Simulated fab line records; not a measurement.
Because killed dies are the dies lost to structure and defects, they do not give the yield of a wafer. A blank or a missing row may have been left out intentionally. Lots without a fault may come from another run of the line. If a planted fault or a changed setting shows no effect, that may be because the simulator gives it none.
The same fault as seen by 2 desks	flow gf180mcu	numbers are kept per desk, each desk with only its own; the story behind them comes last

## FROM THE METROLOGY DESK
Lot by lot, what the gauges showed, no matter which tool ran the lot: averages of those sampled wafers that carry a number. Marked OUT: a lot whose mean sits more than 4 standard deviations from the usual mean, which makes it out of limits; the brackets give that distance.
Columns: A = V1_OVL at GF_V1_OVL_MEAS_15, usual 1 nm; B = V1_W_RS at GF_V1_RS_MEAS_24, usual 0.3314 ohm/sq; C = V1_W_THK at GF_V1_THK_MEAS_25, usual 351 nm
lot	first seen here	A	B	C
L719	day 20 09:25	-6	0.3314	357
L721	day 20 16:33	-1	0.3312	358
L722	day 21 08:43	4	0.3298	352
L729	day 23 16:22	-3	0.3349	350
L730	day 24 02:55	8	0.3326	345
L731	day 24 05:55	9	0.3313	353
L736	day 25 15:25	1	0.3281	356
Result from this desk: across the 7 lots, nothing is out of limits.

## AT THE TOOL OWNER'S DESK: pvd sputter-01
The tool's own readings at GF_M2_SPUTTER_00 (material Ti, target thk 37.5 nm, time 150 s): means of the sampled wafers that have a number, for each lot that ran on this tool. Marked OUT: a lot whose mean sits more than 4 standard deviations from the usual mean, which makes it out of limits; the brackets give that distance.
Columns: A = throttle valve pct at GF_M2_SPUTTER_00, usual 29.5 %
lot	first seen here	A
L719	day 20 11:12	29.7
L721	day 20 18:03	27.7
L722	day 21 10:07	29.7
L729	day 23 17:47	30.0
L731	day 24 07:24	31.1
L736	day 25 16:48	30.0
Result from this desk: across the 6 lots, nothing is out of limits.

## TAKEN TOGETHER
The metrology desk saw nothing out of limits.
The desk of the tool owner found nothing out of limits.

## WHAT HAD BEEN PUT IN BY THE SIMULATOR
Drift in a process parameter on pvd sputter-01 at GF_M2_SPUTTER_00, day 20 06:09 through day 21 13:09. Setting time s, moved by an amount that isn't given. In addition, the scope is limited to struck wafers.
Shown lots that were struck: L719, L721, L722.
